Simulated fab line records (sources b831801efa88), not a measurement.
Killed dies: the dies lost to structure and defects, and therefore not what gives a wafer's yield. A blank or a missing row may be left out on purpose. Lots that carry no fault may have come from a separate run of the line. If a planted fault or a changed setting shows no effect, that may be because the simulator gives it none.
Problem report in the 8D (eight disciplines) form, filled by code	flow gf180mcu	the parts of the form that need people (team, actions taken, sign-off) are left out

1. WHAT WENT WRONG
Mean of bias_w at GF_M3_METAL_ETCH_16: 183.1 W across 6 wafers in 2 lots; on wafers with no fault it is 140.1 W (standard deviation 0.41). So: +99 or more standard deviations from the usual mean.
The step: etches the open film in Cl2/BCl3, stops on SiO2, target depth 627.5 nm, time 104.6 s.
The first sign was on wafer L772.1 at day 23 09:21, on rie_metal-02. At this step, 33 wafers from 11 lots have a number in the record. By rule, "out" or "out of limits" means more than 4 standard deviations away from the usual mean. All remaining wafers that have a number are taken as sound.

2. WHAT THIS IS AND IS NOT
question	is	is not
which readings at this step	bias_w	drypump_motor_current_A, throttle_valve_pct
which lots	L772, L773	L766, L768, L769, L778, L781, L783, L784, L786, L787
which wafers of those lots	all that have a number	-
read on which tools	rie_metal-02	rie_metal-01, rie_metal-04
when	from day 23 09:21	up to then (9 sound wafers); but 18 sound wafers of L778, L781, L783, L784, L786, L787 came after

3. SUSPECTS, AND WHAT RULES EACH OUT
Counting: a tool at any process step up to the reading remains a suspect when it ran all the lots that are out and ran no sound lot after the first of those.
- rie_metal-02 at GF_M3_METAL_ETCH_16 (etches the open film in Cl2/BCl3, stops on SiO2, target depth 627.5 nm, time 104.6 s): ruled out as a lasting fault. Sound lots L781, L787, L786 ran on it after its first lot that is out, L772 (day 23 09:21).
Left after counting: nothing in the record.

4. THE CAUSE (what the simulator had put in)
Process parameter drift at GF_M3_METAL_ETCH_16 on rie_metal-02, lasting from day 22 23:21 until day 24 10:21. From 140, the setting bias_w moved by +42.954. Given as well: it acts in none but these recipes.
Counting ruled it out, wrongly.

5. THE EFFECT CHAIN, in route order
One row per reading whose mean, taken over the struck wafers that have a number, lies over 3 standard deviations from the usual. Only readings for which the record gives a usual standard deviation are gone through. hours: the time from each lot's start at the first step in this table that gives one to its start at this step, as a median over the lots. sigmas: the change in usual standard deviations.
hours	step	reading	usual	on struck wafers	change	sigmas
0	GF_M3_METAL_ETCH_16	bias_w	140.1 W	183.1	+43.0	+99 or more
0	GF_M3_STRIP_17	strip_time_to_endpoint_s	7.88 s	7.64	-0.24	-5.7
Process steps it contains:
- GF_M3_METAL_ETCH_16: etches the open film in Cl2/BCl3, stops on SiO2, target depth 627.5 nm, time 104.6 s.
- GF_M3_STRIP_17: strips in O2/N2.
At these later measuring or inspecting steps, every struck wafer for which the step has a row has a number for every such reading, and none has moved that far: GF_V3_THK_MEAS_01.

6. HOW IT WOULD HAVE BEEN CAUGHT EARLIER
First out-of-limits reading in this record: day 23 09:21, which is 10 hours after fault onset at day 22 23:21.
